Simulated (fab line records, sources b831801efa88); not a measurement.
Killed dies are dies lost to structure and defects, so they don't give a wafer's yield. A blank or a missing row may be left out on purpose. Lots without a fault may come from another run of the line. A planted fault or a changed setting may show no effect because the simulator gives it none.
Chamber matching | flow sky130 | SKY_VIA3_ETCH_15 on rie_diel-03: 4 sister chambers
The step etches SiO2 in C4F8/O2/Ar, stops on TiN, target depth 507 nm, time 78 s. 18 wafers are shown with their chamber, then 9 later ones without.

WAFERS WITH THEIR CHAMBER
wafer  | chamber | oes_product_au (a.u.)
L074.1 | 1       | 0.945
L074.2 | 2       | 0.947
L074.3 | 0       | 0.945
L079.1 | 0       | 0.944
L079.4 | 3       | 0.954
L079.5 | 2       | 0.944
L082.1 | 2       | 0.938
L082.2 | 0       | 0.953
L082.3 | 3       | 0.958
L082.4 | 1       | 0.945
L082.5 | 2       | 0.944
L082.6 | 3       | 0.947
L086.2 | 0       | 0.941
L086.4 | 3       | 0.950
L086.5 | 2       | 0.948
L089.1 | 0       | 0.951
L089.2 | 1       | 0.946
L089.5 | 1       | 0.939

SIGNATURES (means of the wafers above)
reading        | chamber 0 | chamber 1 | chamber 2 | chamber 3 | scatter within a chamber
oes_product_au | 0.94680   | 0.94375   | 0.94420   | 0.95225   | 0.00432
Rule: a wafer's distance from a chamber is the root of the sum, over the readings, of the square of ((its reading less the chamber's mean) divided by the reading's scatter). The wafer belongs to the nearest chamber; if the next one is less than 2 further off, it can't be placed. The scatter: the root of (the sum of the squares of (reading less its chamber's mean) over the shown wafers, divided by (wafers less chambers)).

WAFERS WITHOUT THEIR CHAMBER
wafer  | oes_product_au (a.u.)
L090.1 | 0.941
L090.2 | 0.936
L090.3 | 0.946
L090.4 | 0.942
L090.5 | 0.942
L090.6 | 0.949
L095.2 | 0.948
L095.3 | 0.951
L095.4 | 0.939

WHICH CHAMBER EACH WENT THROUGH
wafer  | from the rows above               | in truth
L090.1 | can't be placed: 1 or 2 or 0 or 3 | 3
L090.2 | can't be placed: 1 or 2 or 0 or 3 | 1
L090.3 | can't be placed: 0 or 2 or 1 or 3 | 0
L090.4 | can't be placed: 1 or 2 or 0 or 3 | 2
L090.5 | can't be placed: 1 or 2 or 0 or 3 | 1
L090.6 | can't be placed: 0 or 3 or 2 or 1 | 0
L095.2 | can't be placed: 0 or 2 or 1 or 3 | 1
L095.3 | can't be placed: 3 or 0 or 2 or 1 | 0
L095.4 | can't be placed: 1 or 2 or 0 or 3 | 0
Placed correctly: 0 of 9. Can't be placed from these rows: 9 (the true chamber is among the candidates in 9). Placed wrongly: 0.
